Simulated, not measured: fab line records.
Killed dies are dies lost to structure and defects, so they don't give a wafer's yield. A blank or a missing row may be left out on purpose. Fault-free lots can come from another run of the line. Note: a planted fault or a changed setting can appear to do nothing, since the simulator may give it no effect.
One fault seen from 2 desks ; flow sky130 ; each desk holds nothing but its own numbers, with what lay behind them at the end

== FOR THE TOOL OWNER'S DESK: rieMetal-04 ==
The tool's own readings at SKY_METAL2_METAL_ETCH_19 (etches the open film in Cl2/BCl3, stops on SiO2, target depth 360 nm, time 78 s): means of the sampled wafers that have a number, for each lot that ran on this tool. Marked OUT: a lot whose mean sits more than 4 standard deviations from the usual mean, which makes it out of limits; the brackets give that distance.
Columns: A = drypumpMotorCurrentA at SKY_METAL2_METAL_ETCH_19, usual 5.5 A; B = oesProductAu at SKY_METAL2_METAL_ETCH_19, usual 0.853 a.u.; C = runLengthS at SKY_METAL2_METAL_ETCH_19, usual 106.6 s; D = throttleValvePct at SKY_METAL2_METAL_ETCH_19, usual 22.263 %
lot;first seen here;A;B;C;D
L948;day 35 16:28;5.9;0.858;106.3;22.252
L954;day 37 19:01;5.9;0.852;106.3;22.250
L955;day 38 01:58;5.9;0.855;106.3;22.262
L966;day 41 13:18;6.0;0.838;108.1;22.261
L967;day 41 20:01;6.0;0.842;108.1;22.271
This desk's verdict: no lot among the 5 shows anything out of limits.

== METROLOGY DESK ==
What the gauges read, lot by lot, whatever tool the lot ran on: means of the sampled wafers that have a number. Marked OUT: a lot whose mean sits more than 4 standard deviations from the usual mean, which makes it out of limits; the brackets give that distance.
Columns: A = cdNm at SKY_VIA1_CD_MEAS_12, usual 150.0 nm; B = cdNm at SKY_METAL2_CD_MEAS_15, usual 140.3 nm; C = VIA2_HDPCVD_THK at SKY_VIA2_THK_MEAS_01, usual 1176 nm
lot;first seen here;A;B;C
L946;day 34 04:04;148.8;140.9;1185
L948;day 34 11:52;149.7;139.5;1169
L947;day 34 12:15;146.8;140.8;1170
L954;day 36 15:34;151.1;141.1;1180
L955;day 36 21:46;148.1;141.9;1185
L959;day 38 02:02;149.4;140.0;1165
L960;day 38 10:31;152.1;141.7;1170
L963;day 40 10:13;152.9;137.2;1183
L966;day 40 11:13;149.7;141.3;1181
L967;day 40 17:49;152.4;141.4;1178
L969;day 40 22:25;149.7;139.2;1192
This desk's verdict: no lot among the 11 shows anything out of limits.

== BROUGHT TOGETHER ==
The desk of the tool owner found nothing out of limits.
At the metrology desk, nothing out of limits was observed.

== WHAT THE SIMULATOR HAD PUT IN ==
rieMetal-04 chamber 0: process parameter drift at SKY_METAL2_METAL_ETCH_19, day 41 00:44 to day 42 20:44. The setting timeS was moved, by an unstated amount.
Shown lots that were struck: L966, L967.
